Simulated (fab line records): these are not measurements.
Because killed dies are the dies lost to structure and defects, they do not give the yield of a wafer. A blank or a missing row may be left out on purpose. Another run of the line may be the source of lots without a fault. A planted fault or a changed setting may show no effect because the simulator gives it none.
Which of the tools did it? | flow sky130 | Sampling: 14 lots, 42 wafers, 3 of 708 route steps

== WHAT EACH GAUGE READ, for each wafer ==
SKY_CAPM_THK_MEAS_01. Usual: CAPM_CVD_00_THK 15.59 nm, standard deviation 0.23.
lot  | measured     | on            | CAPM_CVD_00_THK (nm) | flag
L763 | day 35 16:31 | film_metro-04 | 15.41 15.42 16.03    |
L764 | day 35 23:27 | film_metro-04 | 15.32 15.51 15.44    |
L765 | day 36 16:32 | film_metro-04 | 15.45 15.56 15.70    |
L767 | day 37 15:28 | film_metro-04 | 15.12 15.57 15.59    |
L768 | day 37 15:43 | film_metro-03 | 15.54 15.64 15.50    |
L769 | day 38 07:33 | film_metro-03 | 15.55 15.78 15.60    |
L770 | day 38 13:33 | film_metro-01 | 15.76 15.60 15.76    |
L771 | day 38 18:25 | film_metro-03 | 15.40 15.17 15.60    |
L774 | day 39 16:28 | film_metro-01 | 15.87 16.24 16.15    |
L776 | day 40 05:17 | film_metro-03 | 15.35 15.20 15.88    |
L777 | day 40 06:49 | film_metro-03 | 15.45 15.58 15.96    |
L784 | day 43 05:02 | film_metro-04 | 15.30 15.47 15.75    |
L785 | day 43 07:27 | film_metro-04 | 15.33 15.35 15.64    |
L786 | day 43 10:44 | film_metro-04 | 15.53 15.75 15.68    |

== TOOL THAT RAN EACH LOT (tool first, then ch and the chambers of the sampled wafers, then the start) ==
lot  | SKY_METAL3_SPUTTER_02        | SKY_METAL3_SPUTTER_03
L763 | pvd_sputter-04, day 35 16:24 | pvd_sputter-04, day 35 16:26
L764 | pvd_sputter-03, day 35 23:19 | pvd_sputter-03, day 35 23:21
L765 | pvd_sputter-03, day 36 16:24 | pvd_sputter-03, day 36 16:26
L767 | pvd_sputter-01, day 37 15:20 | pvd_sputter-01, day 37 15:22
L768 | pvd_sputter-03, day 37 15:35 | pvd_sputter-03, day 37 15:38
L769 | pvd_sputter-03, day 38 07:25 | pvd_sputter-03, day 38 07:28
L770 | pvd_sputter-04, day 38 13:24 | pvd_sputter-04, day 38 13:26
L771 | pvd_sputter-04, day 38 18:17 | pvd_sputter-04, day 38 18:19
L774 | pvd_sputter-04, day 39 16:19 | pvd_sputter-04, day 39 16:22
L776 | pvd_sputter-01, day 40 05:09 | pvd_sputter-01, day 40 05:11
L777 | pvd_sputter-04, day 40 06:40 | pvd_sputter-04, day 40 06:43
L784 | pvd_sputter-04, day 43 04:54 | pvd_sputter-04, day 43 04:56
L785 | pvd_sputter-01, day 43 07:19 | pvd_sputter-01, day 43 07:21
L786 | pvd_sputter-04, day 43 10:35 | pvd_sputter-04, day 43 10:37
- SKY_METAL3_SPUTTER_02: material AlCu, target thk 735 nm, time 39.1 s.
- SKY_METAL3_SPUTTER_03: material Ti, target thk 5 nm, time 3.3 s.

== AS READ BY THE TOOLS THEMSELVES (means over the sampled wafers that have a number; for cases with no such wafer, the mark the record gives instead) ==
SKY_METAL3_SPUTTER_02. Usual: throttle_valve_pct reads 29.9 % (standard deviation 1.2).
lot  | tool           | throttle_valve_pct (%) | flag
L763 | pvd_sputter-04 | 30.1                   |
L764 | pvd_sputter-03 | 29.5                   |
L765 | pvd_sputter-03 | 30.2                   |
L767 | pvd_sputter-01 | 30.2                   |
L768 | pvd_sputter-03 | 28.9                   |
L769 | pvd_sputter-03 | 30.1                   |
L770 | pvd_sputter-04 | 30.4                   |
L771 | pvd_sputter-04 | 29.9                   |
L774 | pvd_sputter-04 | 29.2                   |
L776 | pvd_sputter-01 | 30.0                   |
L777 | pvd_sputter-04 | 30.2                   |
L784 | pvd_sputter-04 | 29.4                   |
L785 | pvd_sputter-01 | 30.6                   |
L786 | pvd_sputter-04 | 29.6                   |

SKY_METAL3_SPUTTER_03. Usual: throttle_valve_pct reads 29.9 % (standard deviation 1.2).
lot  | tool           | throttle_valve_pct (%) | flag
L763 | pvd_sputter-04 | 29.9                   |
L764 | pvd_sputter-03 | 29.4                   |
L765 | pvd_sputter-03 | 29.9                   |
L767 | pvd_sputter-01 | 30.1                   |
L768 | pvd_sputter-03 | 28.7                   |
L769 | pvd_sputter-03 | 30.1                   |
L770 | pvd_sputter-04 | 30.1                   |
L771 | pvd_sputter-04 | 30.1                   |
L774 | pvd_sputter-04 | 29.2                   |
L776 | pvd_sputter-01 | 30.0                   |
L777 | pvd_sputter-04 | 30.3                   |
L784 | pvd_sputter-04 | 29.6                   |
L785 | pvd_sputter-01 | 30.5                   |
L786 | pvd_sputter-04 | 29.6                   |

== THE ANSWER, worked out from the rows above alone ==
Rule: a lot is off if the mean of its wafers that have a number lies more than 3 standard deviations from the usual mean. Also off: a lot with no number at a reading for which 4 or more lots have one. Where the step has rows for the other lots, those lots are counted as sound. Order of review: gauges by route order, followed by the tools' own readings, for which a lot's mean as printed above is used. The first step at which some lot is off is used, and at that step the reading that is off furthest; a lot without a number counts as furthest.
No lot is off on any of the readings shown, so nothing can be concluded from this.

== WHAT THE SIMULATOR PUT IN ==
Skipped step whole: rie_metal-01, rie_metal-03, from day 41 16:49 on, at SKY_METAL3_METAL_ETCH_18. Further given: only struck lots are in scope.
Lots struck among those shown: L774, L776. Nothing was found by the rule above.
